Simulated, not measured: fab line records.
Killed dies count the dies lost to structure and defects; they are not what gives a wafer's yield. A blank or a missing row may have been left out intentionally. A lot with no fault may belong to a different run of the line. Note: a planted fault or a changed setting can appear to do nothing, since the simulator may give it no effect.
The tool behind it: which one? / flow gf180mcu / 13 lots, 39 wafers sampled, at 6 steps of a route of 602

== WHAT EACH GAUGE READ, for each wafer ==
GF_HV_LDD_CD_MEAS_07 targets a cd of 400 nm. Usual: 400.6 nm for cd_nm, sd 2.1.
lot=L506; measured=day 10 06:37; on=cd_sem-02; cd_nm (nm)=399.6 398.5 399.3; flag=
lot=L507; measured=day 10 17:32; on=cd_sem-02; cd_nm (nm)=398.8 401.1 398.5; flag=
lot=L508; measured=day 10 21:31; on=cd_sem-01; cd_nm (nm)=400.7 401.7 400.8; flag=
lot=L513; measured=day 12 15:09; on=cd_sem-02; cd_nm (nm)=401.2 401.2 401.1; flag=
lot=L518; measured=day 14 00:47; on=cd_sem-02; cd_nm (nm)=- - -; flag=OFF
lot=L521; measured=day 14 23:44; on=cd_sem-01; cd_nm (nm)=396.6 395.9 396.0; flag=
lot=L522; measured=day 15 05:52; on=cd_sem-01; cd_nm (nm)=401.0 402.1 401.0; flag=
lot=L523; measured=day 15 13:11; on=cd_sem-02; cd_nm (nm)=402.3 400.3 401.1; flag=
lot=L524; measured=day 15 18:39; on=cd_sem-01; cd_nm (nm)=400.6 400.8 400.3; flag=
lot=L525; measured=day 16 05:41; on=cd_sem-01; cd_nm (nm)=402.6 399.7 401.5; flag=
lot=L526; measured=day 16 11:25; on=cd_sem-01; cd_nm (nm)=401.1 404.0 400.6; flag=
lot=L527; measured=day 16 22:25; on=cd_sem-02; cd_nm (nm)=399.2 400.7 399.2; flag=
lot=L528; measured=day 17 00:48; on=cd_sem-01; cd_nm (nm)=402.5 403.1 402.4; flag=

GF_HV_LDD_TW_MEAS_11. Usual: HV_LDD_TW typically reads 2406, with standard deviation 13.
lot=L506; measured=day 10 07:01; on=film_metro-01; HV_LDD_TW=2394 2399 2402; flag=
lot=L507; measured=day 10 17:55; on=film_metro-01; HV_LDD_TW=2392 2389 2380; flag=
lot=L508; measured=day 10 21:55; on=film_metro-01; HV_LDD_TW=2395 2388 2388; flag=
lot=L513; measured=day 12 15:34; on=film_metro-03; HV_LDD_TW=2419 2407 2427; flag=
lot=L518; measured=day 14 01:10; on=film_metro-03; HV_LDD_TW=30 30 30; flag=OFF
lot=L521; measured=day 15 00:09; on=film_metro-02; HV_LDD_TW=2401 2407 2393; flag=
lot=L522; measured=day 15 06:16; on=film_metro-02; HV_LDD_TW=2402 2413 2423; flag=
lot=L523; measured=day 15 13:35; on=film_metro-01; HV_LDD_TW=2403 2391 2385; flag=
lot=L524; measured=day 15 19:02; on=film_metro-02; HV_LDD_TW=2414 2416 2404; flag=
lot=L525; measured=day 16 06:06; on=film_metro-02; HV_LDD_TW=2410 2416 2417; flag=
lot=L526; measured=day 16 11:50; on=film_metro-02; HV_LDD_TW=2411 2410 2431; flag=
lot=L527; measured=day 16 22:49; on=film_metro-03; HV_LDD_TW=2400 2404 2406; flag=
lot=L528; measured=day 17 01:13; on=film_metro-02; HV_LDD_TW=2402 2391 2403; flag=

GF_HV_LDD_TW_MEAS_23. Usual: HV_LDD_2_TW typically reads 1053, with standard deviation 5.5.
lot=L506; measured=day 11 01:49; on=film_metro-01; HV_LDD_2_TW=1040 1055 1044; flag=
lot=L507; measured=day 11 11:55; on=film_metro-03; HV_LDD_2_TW=1064 1058 1054; flag=
lot=L508; measured=day 11 16:38; on=film_metro-01; HV_LDD_2_TW=1045 1047 1047; flag=
lot=L513; measured=day 13 12:13; on=film_metro-03; HV_LDD_2_TW=1047 1057 1056; flag=
lot=L518; measured=day 14 22:59; on=film_metro-01; HV_LDD_2_TW=2423 2433 2439; flag=OFF
lot=L521; measured=day 15 22:14; on=film_metro-02; HV_LDD_2_TW=1056 1056 1055; flag=
lot=L522; measured=day 16 04:32; on=film_metro-03; HV_LDD_2_TW=1052 1048 1046; flag=
lot=L523; measured=day 16 12:07; on=film_metro-02; HV_LDD_2_TW=1054 1053 1061; flag=
lot=L524; measured=day 16 17:13; on=film_metro-02; HV_LDD_2_TW=1059 1064 1055; flag=
lot=L525; measured=day 17 05:10; on=film_metro-03; HV_LDD_2_TW=1059 1063 1059; flag=
lot=L526; measured=day 17 10:43; on=film_metro-02; HV_LDD_2_TW=1046 1048 1051; flag=
lot=L527; measured=day 17 21:22; on=film_metro-02; HV_LDD_2_TW=1045 1059 1052; flag=
lot=L528; measured=day 18 01:22; on=film_metro-02; HV_LDD_2_TW=1055 1056 1056; flag=

GF_HV_LDD_CD_MEAS_31 targets a cd of 400 nm. Usual: 399.8 nm for cd_nm, sd 2.5.
lot=L506; measured=day 11 19:51; on=cd_sem-02; cd_nm (nm)=399.0 396.4 399.1; flag=
lot=L507; measured=day 12 06:26; on=cd_sem-02; cd_nm (nm)=400.4 399.3 398.6; flag=
lot=L508; measured=day 12 11:50; on=cd_sem-01; cd_nm (nm)=402.6 405.1 404.6; flag=
lot=L513; measured=day 14 08:17; on=cd_sem-01; cd_nm (nm)=400.2 401.4 401.2; flag=
lot=L518; measured=day 15 20:27; on=cd_sem-01; cd_nm (nm)=398.0 399.4 398.4; flag=
lot=L521; measured=day 16 20:24; on=cd_sem-01; cd_nm (nm)=399.2 400.8 404.3; flag=
lot=L522; measured=day 17 02:19; on=cd_sem-01; cd_nm (nm)=397.4 399.7 399.0; flag=
lot=L523; measured=day 17 10:26; on=cd_sem-01; cd_nm (nm)=403.0 402.5 399.8; flag=
lot=L524; measured=day 17 16:09; on=cd_sem-02; cd_nm (nm)=400.8 401.2 400.5; flag=
lot=L525; measured=day 18 04:07; on=cd_sem-02; cd_nm (nm)=401.9 398.1 403.9; flag=
lot=L526; measured=day 18 09:55; on=cd_sem-01; cd_nm (nm)=397.8 398.0 398.5; flag=
lot=L527; measured=day 18 21:05; on=cd_sem-01; cd_nm (nm)=396.6 398.9 401.0; flag=
lot=L528; measured=day 19 01:09; on=cd_sem-01; cd_nm (nm)=396.1 395.5 396.5; flag=

GF_HV_LDD_OVL_MEAS_32. Usual: HV_LDD_02_OVL typically reads -0.9 nm, with standard deviation 2.3.
lot=L506; measured=day 11 19:58; on=overlay-01; HV_LDD_02_OVL (nm)=2.9 2.6 3.5; flag=
lot=L507; measured=day 12 06:32; on=overlay-02; HV_LDD_02_OVL (nm)=-0.8 -1.8 -2.3; flag=
lot=L508; measured=day 12 11:56; on=overlay-02; HV_LDD_02_OVL (nm)=-2.2 -2.7 -2.5; flag=
lot=L513; measured=day 14 08:25; on=overlay-02; HV_LDD_02_OVL (nm)=-3.3 0.2 -2.3; flag=
lot=L518; measured=day 15 20:33; on=overlay-01; HV_LDD_02_OVL (nm)=0.6 0.2 -0.2; flag=
lot=L521; measured=day 16 20:31; on=overlay-01; HV_LDD_02_OVL (nm)=-4.4 -5.0 -4.2; flag=
lot=L522; measured=day 17 02:25; on=overlay-02; HV_LDD_02_OVL (nm)=1.7 0.8 1.4; flag=
lot=L523; measured=day 17 10:33; on=overlay-01; HV_LDD_02_OVL (nm)=-0.8 0.9 -1.1; flag=
lot=L524; measured=day 17 16:14; on=overlay-02; HV_LDD_02_OVL (nm)=2.7 0.9 2.6; flag=
lot=L525; measured=day 18 04:13; on=overlay-01; HV_LDD_02_OVL (nm)=0.1 -1.2 -0.2; flag=
lot=L526; measured=day 18 10:02; on=overlay-02; HV_LDD_02_OVL (nm)=4.5 2.9 4.6; flag=
lot=L527; measured=day 18 21:11; on=overlay-01; HV_LDD_02_OVL (nm)=2.5 1.4 2.4; flag=
lot=L528; measured=day 19 01:16; on=overlay-02; HV_LDD_02_OVL (nm)=-1.1 -2.2 -2.0; flag=

== TOOL THAT RAN EACH LOT (tool first, then ch and the chambers of the sampled wafers, then the start) ==
lot=L506; GF_HV_LDD_EXPOSE_04=iline_stepper-01 ch 0, day 9 22:10
lot=L507; GF_HV_LDD_EXPOSE_04=iline_stepper-01 ch 0, day 10 08:37
lot=L508; GF_HV_LDD_EXPOSE_04=iline_stepper-01 ch 0, day 10 12:55
lot=L513; GF_HV_LDD_EXPOSE_04=iline_stepper-02 ch 0, day 12 05:58
lot=L518; GF_HV_LDD_EXPOSE_04=iline_stepper-01 ch 0, day 13 14:38
lot=L521; GF_HV_LDD_EXPOSE_04=iline_stepper-02 ch 0, day 14 13:08
lot=L522; GF_HV_LDD_EXPOSE_04=iline_stepper-02 ch 0, day 14 19:06
lot=L523; GF_HV_LDD_EXPOSE_04=iline_stepper-01 ch 0, day 15 03:19
lot=L524; GF_HV_LDD_EXPOSE_04=iline_stepper-02 ch 0, day 15 07:50
lot=L525; GF_HV_LDD_EXPOSE_04=iline_stepper-01 ch 0, day 15 19:08
lot=L526; GF_HV_LDD_EXPOSE_04=iline_stepper-02 ch 0, day 16 00:47
lot=L527; GF_HV_LDD_EXPOSE_04=iline_stepper-02 ch 0, day 16 10:59
lot=L528; GF_HV_LDD_EXPOSE_04=iline_stepper-02 ch 0, day 16 13:31
- GF_HV_LDD_EXPOSE_04: exposes mask Nplus LV AREA, target cd 400 nm.

== AS READ BY THE TOOLS THEMSELVES (means over the sampled wafers that have a number; for cases with no such wafer, the mark the record gives instead) ==
GF_HV_LDD_EXPOSE_04. Usual: -0.1 nm for focus_offset_nm, sd 0.55.
lot=L506; tool=iline_stepper-01; focus_offset_nm (nm)=-0.4; flag=
lot=L507; tool=iline_stepper-01; focus_offset_nm (nm)=0.2; flag=
lot=L508; tool=iline_stepper-01; focus_offset_nm (nm)=-0.3; flag=
lot=L513; tool=iline_stepper-02; focus_offset_nm (nm)=0.3; flag=
lot=L518; tool=iline_stepper-01; focus_offset_nm (nm)=0.0; flag=
lot=L521; tool=iline_stepper-02; focus_offset_nm (nm)=-0.1; flag=
lot=L522; tool=iline_stepper-02; focus_offset_nm (nm)=-0.3; flag=
lot=L523; tool=iline_stepper-01; focus_offset_nm (nm)=-0.8; flag=
lot=L524; tool=iline_stepper-02; focus_offset_nm (nm)=-0.2; flag=
lot=L525; tool=iline_stepper-01; focus_offset_nm (nm)=-0.7; flag=
lot=L526; tool=iline_stepper-02; focus_offset_nm (nm)=-0.2; flag=
lot=L527; tool=iline_stepper-02; focus_offset_nm (nm)=0.3; flag=
lot=L528; tool=iline_stepper-02; focus_offset_nm (nm)=0.4; flag=

== THE ANSWER, worked out from the rows above alone ==
Rule: a lot counts as off when the mean over its wafers that have a number is more than 3 standard deviations away from the usual mean. Also off: a lot with no number at a reading for which 4 or more lots have one. Any other lot the step has rows for is counted as sound. After the gauges, taken in route order, come the tools' own readings; for these a lot's mean is taken, as printed above. At the first step where some lot is off, the reading lying furthest off is the one used; lots without a number count as furthest.
Off: L518 (GF_HV_LDD_CD_MEAS_07, cd_nm). Without a number there: L518.
A tool fits if, at a process step before that reading, it ran every lot that is off, and no sound lot after the first of them. The gauges at GF_HV_LDD_CD_MEAS_07 aren't tried: what is off there is off at GF_HV_LDD_TW_MEAS_11 too, on other tools, and a gauge's error can't cause that. Not one of the candidates tried fits.

== WHAT WAS PUT IN BY THE SIMULATOR ==
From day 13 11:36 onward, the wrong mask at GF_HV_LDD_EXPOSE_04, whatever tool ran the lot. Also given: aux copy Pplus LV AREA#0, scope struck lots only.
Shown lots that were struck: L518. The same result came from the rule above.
